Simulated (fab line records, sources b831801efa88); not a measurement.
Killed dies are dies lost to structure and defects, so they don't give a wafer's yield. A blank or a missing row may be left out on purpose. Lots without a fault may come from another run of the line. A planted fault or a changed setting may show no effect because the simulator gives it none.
Problem report in the 8D (eight disciplines) form, filled by code | flow sfq_line | the parts of the form that need people (team, actions taken, sign-off) are left out

1. THE PROBLEM
heater_power_total_W at SFQ_TRILAYER_I3_VIA_LITHO_PEB_088 reads a mean of 81.14 W on 6 wafers of 2 lots; wafers without a fault read 79.15 W with a standard deviation of 0.07. That is +28 standard deviations from the usual mean.
The step: peb time 60 s.
First seen on wafer L190.3, day 47 23:10, on litho_track-04. The record holds 18 wafers of 6 lots with a number at this step. Rule for "out", or "out of limits": more than 4 standard deviations from the usual mean. The other wafers with a number count as sound.

2. WHAT IT IS AND WHAT IT IS NOT
question                    | is                                 | is not
which readings at this step | heater_power_total_W, plate_temp_C | -
which lots                  | L190, L191                         | L186, L195, L199, L201
which wafers of those lots  | all that have a number             | -
read on which tools         | litho_track-04                     | litho_track-01, litho_track-02
when                        | from day 47 23:10                  | up to then (3 sound wafers); but 9 sound wafers of L195, L199, L201 came after

3. SUSPECTS, AND WHAT RULES EACH OUT
Counting: a tool at a process step up to the reading stays a suspect if it ran every lot that is out and no sound lot after the first of them.
- litho_track-04 at SFQ_TRILAYER_I3_VIA_LITHO_PEB_088 (peb time 60 s): kept. It ran every lot that is out, first L190 (day 47 23:10), and no sound lot after that. Its own readings are out on those wafers: heater_power_total_W, plate_temp_C.
Left after counting: litho_track-04 at SFQ_TRILAYER_I3_VIA_LITHO_PEB_088.

4. THE CAUSE (what the simulator had put in)
Process parameter drift: litho_track-04, from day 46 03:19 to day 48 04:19, at SFQ_TRILAYER_I3_VIA_LITHO_PEB_088. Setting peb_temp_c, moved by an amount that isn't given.
Counting left only this tool.

5. THE CHAIN OF EFFECTS, in route order
Each row: a reading whose mean over the struck wafers that have a number lies more than 3 standard deviations from the usual. Only readings for which the record gives a usual standard deviation are gone through. hours: the time from each lot's start at the first step in this table that gives one to its start at this step, as a median over the lots. sigmas: the change in usual standard deviations.
hours | step                              | reading              | usual    | on struck wafers | change | sigmas
0     | SFQ_TRILAYER_I3_VIA_LITHO_PEB_088 | heater_power_total_W | 79.15 W  | 81.14            | +1.99  | +28
0     | SFQ_TRILAYER_I3_VIA_LITHO_PEB_088 | plate_temp_C         | 115.00 C | 117.27           | +2.27  | +16
The process steps in it:
- SFQ_TRILAYER_I3_VIA_LITHO_PEB_088: peb time 60 s.
Later measuring or inspecting steps at which every struck wafer that the step has a row for has a number for every such reading, and none has moved that far: SFQ_I3_OVL_MEAS_923.

6. WHAT WOULD HAVE CAUGHT IT SOONER
In this record the first reading out of limits was taken at day 47 23:10, 44 hours after the fault began at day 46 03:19.
